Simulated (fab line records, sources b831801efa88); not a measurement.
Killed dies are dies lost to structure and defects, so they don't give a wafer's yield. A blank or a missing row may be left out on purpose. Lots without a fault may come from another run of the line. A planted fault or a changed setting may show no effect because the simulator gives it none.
A struck lot beside a sound one | flow sky130 | 17 steps out of a route of 708
Sound: wafers L117.1, L117.2, L117.3. Struck: wafers L122.2, L122.3, L122.4. The cause comes at the end.
At each step with rows: each side's tool, then ch and its chambers, then its first start. Under that, the readings that differ: sound wafers | struck wafers | difference of the means | sigmas: that difference in standard deviations of wafers without a fault.
alike: readings whose means differ by less than 2 such deviations, and words and numbers that are the same on both sides. not compared: withheld readings, readings that some wafer has no value for, bounds like >300 that may hide the same value, and numbers for which the record gives no deviation and whose values overlap.
The two part at a step that has a row with sigmas, a row that says differs or no value, or rows on one side only. Numbers that don't overlap but have no deviation are shown without sigmas and don't part them. A reading that every wafer of one side lacks parts them only if that side has two wafers or more.

SKY_GATE_OXIDE_TW_MEAS_14:
  sound on film_metro-02, day 15 15:30; struck on film_metro-02, day 17 06:34
  alike: GATE_OXIDE_TW
then, 3 steps without rows for these wafers: SKY_GATE_OXIDE_CLEAN_15 (cleans in SC1/SC2, time 150 s); SKY_GATE_OXIDE_OXIDATION_16 (stabilise 600 s, purge 300 s, target thk 3.57 nm); SKY_POLY_GATE_CVD_00 (deposits poly-Si, target thk 180 nm, time 720 s).
SKY_POLY_GATE_THK_MEAS_01:
  sound on film_metro-04, day 15 20:14; struck on film_metro-04, day 17 10:50
  alike: POLY_GATE_CVD_00_THK
then, 7 steps without rows for these wafers: SKY_RES_PROTECT_DEHYDRATE_00 (time 60 s); SKY_RES_PROTECT_HMDS_01 (prime time 60 s); SKY_RES_PROTECT_COAT_02 (resist thk 1140 nm); SKY_RES_PROTECT_SOFTBAKE_03 (time 60 s); SKY_RES_PROTECT_EXPOSE_04 (exposes mask RPM, target cd 1270 nm); SKY_RES_PROTECT_PEB_05; SKY_RES_PROTECT_DEVELOP_06 (develop time 60 s).
SKY_POLY_GATE_IMPLANT_02:
  sound on implanter-02 ch 0, day 16 23:22; struck on implanter-04 ch 0, day 18 15:57
SKY_RES_PROTECT_STRIP_07: strips in O2/N2.
  sound on plasma_asher-01 ch 0,1, day 16 23:31; struck on plasma_asher-01 ch 0,1, day 18 16:05
  reading                      | sound             | struck            | difference | sigmas
  oes_product_au (a.u.)        | 0.519 0.520 0.518 | 0.501 0.494 0.500 | -0.021     | -5
  strip_time_to_endpoint_s (s) | 23.24 23.27 23.21 | 25.15 25.16 25.16 | +1.92      | +44
  alike: chamber_pressure_mTorr, drypump_motor_current_A
  not compared: rf_hours_counter_h
SKY_RES_PROTECT_TW_MEAS_08:
  sound on film_metro-03, day 16 23:37; struck on film_metro-04, day 18 16:11
  reading      | sound          | struck         | difference | sigmas
  POLY_GATE_TW | 4030 4029 4027 | 4181 4193 4181 | +156       | +5
then, 1 step without rows for these wafers: SKY_RES_PROTECT_CLEAN_09 (cleans in SC1/SC2, time 150 s).
-- the record jumps here: 30 days lie between the struck wafers' starts before and after (it left off in module RES_PROTECT and takes up again in module PAD_OPEN, whose first step shown is number 708 of the route) --
SKY_PAD_OPEN_PROBE_99:
  sound on prober-01, day 47 00:41; struck on prober-01, day 48 04:23
  reading                          | sound             | struck            | difference | sigmas
  model.etest.res_poly.line_ohm_um | 508.6 511 504.1   | 379.3 364.6 355.1 | -141.6     |
  model.etest.licon_poly.rc_ohm    | 152.4 159.7 151.3 | 103.5 101.7 107.7 | -50.2      |
  model.etest.res_poly.rs_ohm_sq   | 48.09 47.06 47.13 | 35.53 34.77 34.75 | -12.41     |
  alike: killed_at_M0_to_M3, killed_at_M4_up, killed_at_contacts, killed_at_front_end, killed_at_other, killed_dies, killed_open, killed_short

WHERE THEY PART
First at SKY_RES_PROTECT_STRIP_07; last, within this record, at SKY_RES_PROTECT_TW_MEAS_08. Later steps at which nothing parts them and some readings are alike: SKY_PAD_OPEN_PROBE_99.

WHY: what the simulator had put in
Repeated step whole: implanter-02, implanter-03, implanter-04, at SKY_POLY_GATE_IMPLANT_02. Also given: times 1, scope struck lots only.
